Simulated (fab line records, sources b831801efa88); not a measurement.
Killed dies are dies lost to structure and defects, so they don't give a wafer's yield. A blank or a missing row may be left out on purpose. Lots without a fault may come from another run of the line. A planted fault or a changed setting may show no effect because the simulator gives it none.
Chamber matching | flow sky130 | SKY_CAPM_CVD_00 on pecvd-02: 3 sister chambers
The step deposits SiO2, target thk 15.5 nm. 18 wafers are shown with their chamber, then 9 later ones without.

WAFERS WITH THEIR CHAMBER
wafer  | chamber | heater_power_w (W) | susceptor_temp_C (C)
L074.3 | 0       | 669                | 400.02
L074.4 | 2       | 670                | 399.99
L074.5 | 0       | 681                | 400.00
L076.1 | 1       | 666                | 400.19
L076.5 | 0       | 745                | 399.90
L076.6 | 1       | 702                | 400.27
L078.1 | 2       | 595                | 400.19
L078.4 | 0       | 762                | 400.64
L078.5 | 1       | 710                | 399.90
L081.1 | 0       | 744                | 400.05
L081.3 | 2       | 559                | 399.84
L081.5 | 0       | 748                | 399.85
L085.1 | 2       | 668                | 399.68
L085.2 | 1       | 773                | 399.93
L085.6 | 1       | 769                | 399.78
L087.2 | 1       | 707                | 399.97
L087.4 | 2       | 675                | 399.77
L087.6 | 1       | 721                | 400.16

SIGNATURES (means of the wafers above)
reading          | chamber 0 | chamber 1 | chamber 2 | scatter within a chamber
heater_power_w   | 724.83    | 721.14    | 633.40    | 43
susceptor_temp_C | 400.0767  | 400.0286  | 399.8940  | 0.226
Rule: a wafer's distance from a chamber is the root of the sum, over the readings, of the square of ((its reading less the chamber's mean) divided by the reading's scatter). The wafer belongs to the nearest chamber; if the next one is less than 2 further off, it can't be placed. The scatter: the root of (the sum of the squares of (reading less its chamber's mean) over the shown wafers, divided by (wafers less chambers)).

WAFERS WITHOUT THEIR CHAMBER
wafer  | heater_power_w (W) | susceptor_temp_C (C)
L088.3 | 759                | 400.09
L088.4 | 802                | 399.88
L088.6 | 805                | 400.12
L092.3 | 799                | 400.24
L092.5 | 804                | 399.89
L092.6 | 634                | 399.99
L096.1 | 768                | 399.95
L096.2 | 655                | 400.31
L096.5 | 783                | 399.75

WHICH CHAMBER EACH WENT THROUGH
wafer  | from the rows above          | in truth
L088.3 | can't be placed: 0 or 1      | 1
L088.4 | can't be placed: 1 or 0 or 2 | 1
L088.6 | can't be placed: 0 or 1      | 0
L092.3 | can't be placed: 0 or 1      | 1
L092.5 | can't be placed: 0 or 1 or 2 | 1
L092.6 | can't be placed: 2 or 1 or 0 | 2
L096.1 | can't be placed: 1 or 0 or 2 | 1
L096.2 | can't be placed: 2 or 0 or 1 | 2
L096.5 | can't be placed: 1 or 0 or 2 | 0
Placed correctly: 0 of 9. Can't be placed from these rows: 9 (the true chamber is among the candidates in 9). Placed wrongly: 0.
